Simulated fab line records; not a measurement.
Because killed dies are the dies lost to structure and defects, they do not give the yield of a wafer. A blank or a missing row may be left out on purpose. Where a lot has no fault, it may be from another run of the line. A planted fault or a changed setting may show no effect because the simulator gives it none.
A lot that was struck, set against a sound lot / flow sfq-line / 42 steps out of a route of 325
Sound: wafers L121.4, L121.5, L121.6. Struck: wafers L134.4, L134.5 (left out: L134.2, a lot-mate that was not struck); the cause follows at the end.
At each step with rows: each side's tool, then ch and its chambers, then its first start. Under that, the readings that differ: sound wafers / struck wafers / difference of the means / sigmas: that difference in standard deviations of wafers without a fault.
alike: readings whose means differ by less than 2 such deviations, and words and numbers that are the same on both sides. not compared: withheld readings, readings that some wafer has no value for, bounds like >300 that may hide the same value, and numbers for which the record gives no deviation and whose values overlap.
Wherever a step has rows on one side only, a row that says differs or no value, or a row with sigmas, the two part there. When numbers do not overlap yet have no deviation, they are printed without sigmas and do not part them. A reading missing from all wafers of one side parts the sides only when that side holds two or more wafers.

first, 6 steps without rows for these wafers: SFQ_TRILAYER_M0_LITHO_COAT_026 (resist thk 62 nm); SFQ_TRILAYER_M0_LITHO_COAT_021 (resist thk 600 nm); SFQ_TRILAYER_M0_LITHO_SOFTBAKE_025; SFQ_TRILAYER_M0_LITHO_EXPOSE_022 (exposes mask M0, target cd 500 nm); SFQ_TRILAYER_M0_LITHO_PEB_024 (peb time 60 s); SFQ_TRILAYER_M0_LITHO_DEVELOP_023 (time 60 s).
SFQ_M0_OVL_MEAS_906:
  sound: overlay-02 at day 9 02:53; struck: overlay-01 at day 12 17:50
  alike: M0_OVL
then, 2 steps without rows for these wafers: SFQ_TRILAYER_M0_BARC_OPEN_METAL_ETCH_031 (etches BARC in O2, target depth 125 nm, time 41.7 s); SFQ_TRILAYER_M0_ETCH_METAL_ETCH_024 (etches Nb in Cl2/Ar, stops on SiO2, target depth 240 nm, time 120 s).
SFQ_TRILAYER_M0_STRIP_STRIP_025: strips in O2.
  sound on rie-metal-02 ch 0,1, day 9 03:18; struck on rie-metal-04 ch 0,1, day 12 18:03
  alike: drypump-motor-current-A, oes-product-au
  not compared: rf-hours-counter-h
then, 1 step without rows for these wafers: SFQ_TRILAYER_M0_STRIP_SOLV_CLEAN_026 (cleans in NMP, time 600 s).
SFQ_TRILAYER_I0_DEP_PECVD_027: deposits SiO2 from SiH4/N2O, time 111.11 s, target thk 500 nm.
  sound on pecvd-04 ch 0,1,2, day 9 03:55; struck on pecvd-03 ch 1,2, day 12 18:49
  alike: heater-power-w, throttle-valve-pct
SFQ_TRILAYER_I0_CMP_CMP_028: polishes SiO2.
  sound on cmp-01 ch 1,2,3, day 9 12:32; struck on cmp-01 ch 1,3, day 13 02:02
reading=time-to-endpoint-s (s); sound=221 217 217; struck=288 288; difference=+70; sigmas=+8
reading=model.SiO2_of_TRILAYER_I0_DEP_PECVD_027.thk-nm (nm); sound=200.1 198.3 200.6; struck=308.6 306.8; difference=+108.0; sigmas=
  alike: head-pressure-psi, motor-current-A, slurry-filter-dp-kPa
SFQ_I0_BOW_MEAS_907:
  sound: film-metro-03 at day 9 14:36; struck: film-metro-04 at day 13 03:34
  alike: I0_BOW
SFQ_TRILAYER_I0_METRO_MEASURE_029:
  sound: film-metro-03 at day 9 15:16; struck: film-metro-04 at day 13 03:52
reading=thk-nm (nm); sound=200.2 198.3 200.6; struck=308.5 306.7; difference=+107.9; sigmas=+77
then, 6 steps without rows for these wafers: SFQ_TRILAYER_I0_VIA_LITHO_COAT_036 (resist thk 62 nm); SFQ_TRILAYER_I0_VIA_LITHO_COAT_031 (resist thk 650 nm); SFQ_TRILAYER_I0_VIA_LITHO_SOFTBAKE_035; SFQ_TRILAYER_I0_VIA_LITHO_EXPOSE_032 (exposes mask I0, target cd 500 nm); SFQ_TRILAYER_I0_VIA_LITHO_PEB_034 (peb time 60 s); SFQ_TRILAYER_I0_VIA_LITHO_DEVELOP_033 (time 60 s).
-- the record jumps here: 3 days lie between the struck wafers' starts before and after --
SFQ_I0_OVL_MEAS_908:
  sound: overlay-01 at day 11 07:07; struck: overlay-01 at day 15 17:47
  alike: I0_OVL
SFQ_TRILAYER_I0_VIA_BARC_OPEN_VIA_ETCH_046: etches BARC in O2, target depth 125 nm, time 41.7 s.
  sound on rie-diel-03 ch 2,3, day 11 07:08; struck on rie-diel-03 ch 2,3, day 15 17:49
  alike: drypump-motor-current-A, oes-product-au
  not compared: rf-hours-counter-h
SFQ_TRILAYER_I0_VIA_ETCH_VIA_ETCH_034: etches SiO2 in CHF3, stops on Nb, target depth 260 nm.
  sound on rie-diel-03 ch 2,3, day 11 07:10; struck on rie-diel-03 ch 2,3, day 15 17:52
reading=oes-product-au (a.u.); sound=0.850 0.853 0.867; struck=0.992 1.022; difference=+0.150; sigmas=+26
reading=model.I0.feature-depth-nm (nm); sound=200.1 198.3 200.6; struck=257.1 269.7; difference=+63.7; sigmas=
reading=model.etch.depth-nm (nm); sound=200.1 198.3 200.6; struck=257.1 269.7; difference=+63.7; sigmas=
  alike: drypump-motor-current-A
SFQ_TRILAYER_I0_VIA_STRIP_STRIP_035: strips in O2.
  sound on rie-metal-02 ch 0,1, day 11 07:29; struck on rie-metal-04 ch 1, day 15 17:58
  alike: drypump-motor-current-A, oes-product-au
  not compared: rf-hours-counter-h
then, 1 step without rows for these wafers: SFQ_TRILAYER_I0_VIA_STRIP_SOLV_CLEAN_036 (cleans in NMP, time 600 s).
SFQ_TRILAYER_M1_DEP_PRE_CLEAN_038: time 22.5 s.
  sound: pvd-sputter-05 at day 11 08:04; struck: pvd-sputter-06 at day 15 18:44
reading=model.SiO2_of_TRILAYER_I0_DEP_PECVD_027.thk-nm (nm); sound=192.6 190.8 193.1; struck=301.1 299.3; difference=+108.0; sigmas=
then, 1 step without rows for these wafers: SFQ_TRILAYER_M1_DEP_SPUTTER_037 (material Nb, target thk 200 nm, time 133.3 s).
SFQ_M1_RS_MEAS_909: measures by four-point-probe.
  sound: film-metro-03 at day 11 08:14; struck: film-metro-02 at day 15 18:53
reading=M1_NB_RS (ohm/sq); sound=0.891 0.881 0.899; struck=0.925 0.933; difference=+0.039; sigmas=+2
then, 6 steps without rows for these wafers: SFQ_TRILAYER_M1_LITHO_COAT_044 (resist thk 62 nm); SFQ_TRILAYER_M1_LITHO_COAT_039 (resist thk 600 nm); SFQ_TRILAYER_M1_LITHO_SOFTBAKE_043; SFQ_TRILAYER_M1_LITHO_EXPOSE_040 (exposes mask M1, target cd 500 nm); SFQ_TRILAYER_M1_LITHO_PEB_042 (peb time 60 s); SFQ_TRILAYER_M1_LITHO_DEVELOP_041 (time 60 s).
-- the record jumps here: 3 days lie between the struck wafers' starts before and after --
SFQ_M1_OVL_MEAS_911:
  sound: overlay-01 at day 13 20:18; struck: overlay-02 at day 18 16:08
  alike: M1_OVL
then, 4 steps without rows for these wafers: SFQ_TRILAYER_M1_BARC_OPEN_METAL_ETCH_054 (etches BARC in O2, target depth 125 nm, time 41.7 s); SFQ_TRILAYER_M1_ETCH_METAL_ETCH_042 (etches Nb in Cl2/Ar, stops on SiO2, target depth 240 nm, time 120 s); SFQ_TRILAYER_M1_STRIP_STRIP_043 (strips in O2); SFQ_TRILAYER_M1_STRIP_SOLV_CLEAN_044 (cleans in NMP, time 600 s).
SFQ_TRILAYER_I1_DEP_PECVD_045: deposits SiO2 from SiH4/N2O, time 111.11 s, target thk 500 nm.
  sound on pecvd-01 ch 0,1,2, day 13 21:58; struck on pecvd-03 ch 0,2, day 18 17:08
  alike: heater-power-w, throttle-valve-pct
-- the record jumps here: 56 days lie between the struck wafers' starts before and after --
SFQ_M8_BOW_MEAS_951:
  sound: film-metro-01 at day 68 23:35; struck: film-metro-03 at day 75 04:55
reading=model.etest.i0.link-ohm; sound=1.976 1.935 1.98; struck=1e+06 1e+06; difference=+1e+06; sigmas=
  alike: M8_BOW

## WHERE THEY PART
Earliest at SFQ_TRILAYER_I0_CMP_CMP_028; latest, in this record, at SFQ_M1_RS_MEAS_909. Later steps at which nothing parts them and some readings are alike: SFQ_M1_OVL_MEAS_911, SFQ_TRILAYER_I1_DEP_PECVD_045, SFQ_M8_BOW_MEAS_951.

WHY: the cause the simulator had injected
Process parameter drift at SFQ_TRILAYER_I0_CMP_CMP_028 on cmp-01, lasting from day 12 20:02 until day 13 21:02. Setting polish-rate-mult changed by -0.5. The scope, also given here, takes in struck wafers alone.
